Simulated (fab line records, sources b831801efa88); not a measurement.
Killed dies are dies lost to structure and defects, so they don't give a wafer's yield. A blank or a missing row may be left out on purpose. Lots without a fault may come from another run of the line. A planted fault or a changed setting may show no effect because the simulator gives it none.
Problem report in the 8D (eight disciplines) form, filled by code | flow sky130 | the parts of the form that need people (team, actions taken, sign-off) are left out

1. THE PROBLEM
killed_at_front_end at SKY_PAD_OPEN_PROBE_99 reads a mean of 423 on 3 wafers of 3 lots; wafers without a fault read 15 with a standard deviation of 4.4. That is +93 standard deviations from the usual mean.
First seen on wafer L872.2, day 49 13:15, on prober-01. The record holds 15 wafers of 6 lots with a number at this step. Rule for "out", or "out of limits": more than 4 standard deviations from the usual mean. The other wafers with a number count as sound.

2. WHAT IT IS AND WHAT IT IS NOT
question                    | is                                              | is not
which readings at this step | killed_at_front_end, killed_dies, killed_on_rim | killed_at_M4_up, killed_at_contacts, killed_at_other, killed_open, killed_short
which lots                  | L872, L873, L874                                | L863, L864, L868
which wafers of those lots  | L872.2, L873.2, L874.2                          | L872.1, L873.1, L874.1
read on which tools         | prober-01, prober-02                            | -
when                        | from day 49 13:15                               | up to then (10 sound wafers); but 2 sound wafers of L873, L874 came after

3. SUSPECTS, AND WHAT RULES EACH OUT
Counting: a tool at a process step up to the reading stays a suspect if it ran every lot that is out. Sound lots after the first of them don't rule it out here, since some wafers of a struck lot are sound.
- litho_track-04 at SKY_NWELL_DEVELOP_22 (develop time 60 s): kept. It ran every lot that is out, first L872 (day 9 04:00); its last sound lot up to then is L868 (day 8 04:00).
Left after counting: litho_track-04 at SKY_NWELL_DEVELOP_22.

4. THE CAUSE (what the simulator had put in)
Process parameter drift: litho_track-04, from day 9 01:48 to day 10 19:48, at SKY_NWELL_DEVELOP_22. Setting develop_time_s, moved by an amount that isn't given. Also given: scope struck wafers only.
Counting left only this tool.

5. THE CHAIN OF EFFECTS, in route order
Each row: a reading whose mean over the struck wafers that have a number lies more than 3 standard deviations from the usual. Only readings for which the record gives a usual standard deviation are gone through. hours: the time from each lot's start at the first step in this table that gives one to its start at this step, as a median over the lots. sigmas: the change in usual standard deviations.
hours | step                  | reading             | usual | on struck wafers | change | sigmas
0     | SKY_PAD_OPEN_PROBE_99 | killed_at_front_end | 15    | 423              | +408   | +93
0     | SKY_PAD_OPEN_PROBE_99 | killed_dies         | 86    | 492              | +406   | +42
0     | SKY_PAD_OPEN_PROBE_99 | killed_on_rim       | 17    | 96               | +79    | +23
The process steps in it:
- SKY_PAD_OPEN_PROBE_99
Readings that are blank on the struck wafers while sound wafers have them: NWELL_01_OVL at SKY_NWELL_OVL_MEAS_23.

6. WHAT WOULD HAVE CAUGHT IT SOONER
In this record the first reading out of limits was taken at day 49 13:15, 971 hours after the fault began at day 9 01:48.
Between SKY_NWELL_DEVELOP_22 and SKY_PAD_OPEN_PROBE_99, SKY_NWELL_OVL_MEAS_23 gave no NWELL_01_OVL on the struck wafers, where sound wafers have one: a measuring or inspecting step that comes back empty is itself a sign.
All the lots that are out (3) had begun SKY_NWELL_DEVELOP_22 on litho_track-04 by day 49 13:15. A hold on the tool at that time would have spared none of them.
